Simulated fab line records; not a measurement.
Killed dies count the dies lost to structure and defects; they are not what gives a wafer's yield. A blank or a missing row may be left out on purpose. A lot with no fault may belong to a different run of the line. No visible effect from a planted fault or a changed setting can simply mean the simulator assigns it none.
Which tool did it? ; flow gf180mcu ; 12 lots with 36 wafers sampled at 6 steps, on a route of 602 steps

## WHAT EACH GAUGE READ, for each wafer
GF_HV_LDD_CD_MEAS_31 targets a cd of 400 nm.
lot;measured;on;cd_nm (nm)
L216;day 11 15:07;cd_sem-02;401.3 400.7 401.1
L223;day 13 21:30;cd_sem-02;400.0 400.8 400.1
L224;day 14 03:27;cd_sem-01;400.6 401.8 402.9
L225;day 14 09:43;cd_sem-01;397.4 400.4 398.6
L229;day 15 17:35;cd_sem-01;397.8 399.5 398.9
L232;day 16 15:37;cd_sem-01;396.1 395.7 395.2
L233;day 17 00:57;cd_sem-02;401.7 398.2 400.9
L234;day 17 23:53;cd_sem-02;402.5 401.3 401.1
L235;day 18 09:46;cd_sem-01;396.4 396.7 395.2
L236;day 18 13:20;cd_sem-01;399.5 397.3 400.0
L237;day 18 16:16;cd_sem-02;397.8 397.2 398.5
L238;day 18 21:53;cd_sem-02;401.4 399.5 399.7

GF_HV_LDD_TW_MEAS_38.
lot;measured;on;HV_LDD_3_TW
L216;day 11 15:58;film_metro-04;1443 1450 1448
L223;day 13 22:20;film_metro-01;1360 1370 1376
L224;day 14 04:17;film_metro-01;1362 1360 1358
L225;day 14 10:34;film_metro-01;1362 1360 1357
L229;day 15 18:26;film_metro-02;1438 1448 1444
L232;day 16 16:28;film_metro-01;1439 1436 1426
L233;day 17 01:47;film_metro-02;1431 1441 1433
L234;day 18 00:44;film_metro-04;1449 1457 1448
L235;day 18 10:38;film_metro-02;1433 1436 1426
L236;day 18 14:11;film_metro-01;1439 1421 1430
L237;day 18 17:05;film_metro-01;1431 1427 1430
L238;day 18 22:44;film_metro-02;1442 1437 1431

GF_HV_LDD_RS_MEAS_53: the measuring method here is four-point-probe.
lot;measured;on;HV_LDD_RS (ohm/sq)
L216;day 12 10:56;film_metro-02;419.5 418.5 419.3
L223;day 14 19:35;film_metro-02;431.6 432.0 430.5
L224;day 15 01:29;film_metro-04;430.1 430.3 431.3
L225;day 15 08:10;film_metro-02;430.1 430.8 430.4
L229;day 16 17:07;film_metro-04;418.1 418.8 417.7
L232;day 17 15:58;film_metro-02;418.4 419.7 419.1
L233;day 18 01:44;film_metro-02;419.4 418.5 417.6
L234;day 19 01:20;film_metro-04;417.4 418.7 418.5
L235;day 19 11:17;film_metro-04;418.3 419.2 419.8
L236;day 19 14:07;film_metro-01;417.4 417.7 417.7
L237;day 19 18:51;film_metro-01;418.2 418.7 416.9
L238;day 19 23:30;film_metro-04;417.5 417.4 417.4

GF_HV_LDD_THK_MEAS_57.
lot;measured;on;HV_LDD_CVD_56_THK (nm)
L216;day 12 14:22;film_metro-01;89.3 89.6 88.9
L223;day 14 22:11;film_metro-04;90.6 90.5 90.0
L224;day 15 04:06;film_metro-04;89.7 90.5 90.5
L225;day 15 11:40;film_metro-01;90.0 89.6 89.2
L229;day 16 20:58;film_metro-04;92.8 91.8 92.0
L232;day 17 19:50;film_metro-01;88.1 88.2 87.4
L233;day 18 05:03;film_metro-01;89.4 89.1 89.8
L234;day 19 04:01;film_metro-04;89.5 89.5 89.7
L235;day 19 14:26;film_metro-04;89.5 90.0 89.5
L236;day 19 17:19;film_metro-04;89.9 89.6 90.0
L237;day 19 21:58;film_metro-02;90.7 90.8 89.9
L238;day 20 02:08;film_metro-02;89.5 90.1 90.0

## TOOL THAT RAN EACH LOT (tool first, then ch and the chambers of the sampled wafers, then the start)
lot;GF_VT_IMPLANT_STRIP_42;GF_HV_LDD_IMPLANT_34
L216;plasma_asher-01 ch 0,1, day 7 14:54;implanter-04 ch 0, day 11 15:25
L223;plasma_asher-04 ch 0,1, day 9 15:04;implanter-03 ch 0, day 13 21:49
L224;plasma_asher-01 ch 0,1, day 9 17:20;implanter-03 ch 0, day 14 03:46
L225;plasma_asher-01 ch 0,1, day 10 00:15;implanter-03 ch 0, day 14 10:01
L229;plasma_asher-03 ch 0,1, day 11 02:43;implanter-04 ch 0, day 15 17:53
L232;plasma_asher-03 ch 0, day 11 22:02;implanter-02 ch 0, day 16 15:55
L233;plasma_asher-01 ch 0,1, day 12 07:41;implanter-02 ch 0, day 17 01:16
L234;plasma_asher-04 ch 0,1, day 13 02:36;implanter-02 ch 0, day 18 00:11
L235;plasma_asher-04 ch 0,1, day 13 08:50;implanter-04 ch 0, day 18 10:04
L236;plasma_asher-03 ch 0,1, day 13 11:19;implanter-04 ch 0, day 18 13:38
L237;plasma_asher-04 ch 0,1, day 13 14:23;implanter-04 ch 0, day 18 16:35
L238;plasma_asher-01 ch 0,1, day 13 22:55;implanter-02 ch 0, day 18 22:11
- GF_VT_IMPLANT_STRIP_42: strips in O2/N2.
- GF_HV_LDD_IMPLANT_34

## AS READ BY THE TOOLS THEMSELVES (means over the sampled wafers that have a number; for cases with no such wafer, the mark the record gives instead)
GF_VT_IMPLANT_STRIP_42.
lot;tool;drypump_motor_current_A (A);heater_power_w (W);oes_product_au (a.u.);strip_time_to_endpoint_s (s)
L216;plasma_asher-01;5.65;384;0.719;12.61
L223;plasma_asher-04;5.64;320;0.710;12.66
L224;plasma_asher-01;5.64;372;0.715;12.57
L225;plasma_asher-01;5.64;379;0.713;12.59
L229;plasma_asher-03;5.65;342;0.714;12.59
L232;plasma_asher-03;5.84;336;0.716;12.58
L233;plasma_asher-01;5.64;380;0.715;12.65
L234;plasma_asher-04;5.63;318;0.718;12.58
L235;plasma_asher-04;5.62;324;0.718;12.57
L236;plasma_asher-03;5.47;331;0.718;12.63
L237;plasma_asher-04;5.63;322;0.720;12.58
L238;plasma_asher-01;5.77;382;0.721;12.59

GF_HV_LDD_IMPLANT_34.
lot;tool;beam_energy_keV;dose_ions_cm2;faraday_current_uA
L216;implanter-04;60.005;7.498e+12;42.3
L223;implanter-03;60.019;3.136e+12;17.6
L224;implanter-03;59.968;3.142e+12;18.0
L225;implanter-03;60.044;3.131e+12;17.5
L229;implanter-04;59.993;7.496e+12;42.2
L232;implanter-02;60.022;7.494e+12;42.5
L233;implanter-02;59.976;7.509e+12;42.5
L234;implanter-02;60.017;7.494e+12;42.7
L235;implanter-04;59.993;7.497e+12;41.3
L236;implanter-04;60.025;7.498e+12;42.1
L237;implanter-04;60.025;7.500e+12;42.2
L238;implanter-02;60.020;7.492e+12;41.7

## THE ANSWER, worked out from the rows above alone
Rule: the lots themselves supply what counts as usual. The widest of any qualifying gaps counts: lots, ordered by their means at a reading, are off when they make up no more than a third of the lots, leave a main group of 4 or more, and stand apart from it by 3 or more times the standard deviation of that group's means. A main group whose means are all the same, to the digits that the tables above print for the reading, isn't used. Also off: a lot with no number at a reading for which 4 or more lots have one. All remaining lots with rows at the step are treated as sound. The gauges are gone through in route order, then the tools' own readings, and for those a lot's mean is taken as printed above. The first step at which some lot is off is used, and at that step the reading that is off furthest; a lot without a number counts as furthest.
Off: at GF_HV_LDD_TW_MEAS_38 (HV_LDD_3_TW), L223, L224, L225. Mean 1438 and standard deviation 7.4 in the main group.
If a tool, at a process step before that reading, ran all the lots that are off and no sound lot after the first of them, it fits. Not tried: the gauges at GF_HV_LDD_TW_MEAS_38; whatever is off there is also off at GF_HV_LDD_RS_MEAS_53, on other tools, and gauge error can't account for it. One candidate fits, namely implanter-03 at GF_HV_LDD_IMPLANT_34. It ran no sound lot before its first lot that is off in this sample, so the start can't be narrowed down.
The tool's own readings at GF_HV_LDD_IMPLANT_34 bear it out: on the lots that are off they differ by more than 5 times the standard deviation of the sound lots' means. dose_ions_cm2 reads 3.136e+12 there against 7.498e+12 on the sound lots; faraday_current_uA reads 17.7 there against 42.2 on the sound lots.

## WHAT THE SIMULATOR HAD INSERTED
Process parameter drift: implanter-03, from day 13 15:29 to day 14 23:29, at GF_HV_LDD_IMPLANT_34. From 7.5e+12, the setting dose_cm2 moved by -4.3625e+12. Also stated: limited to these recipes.
Lots struck among those shown: L223, L224, L225. The rule given above showed the same thing.
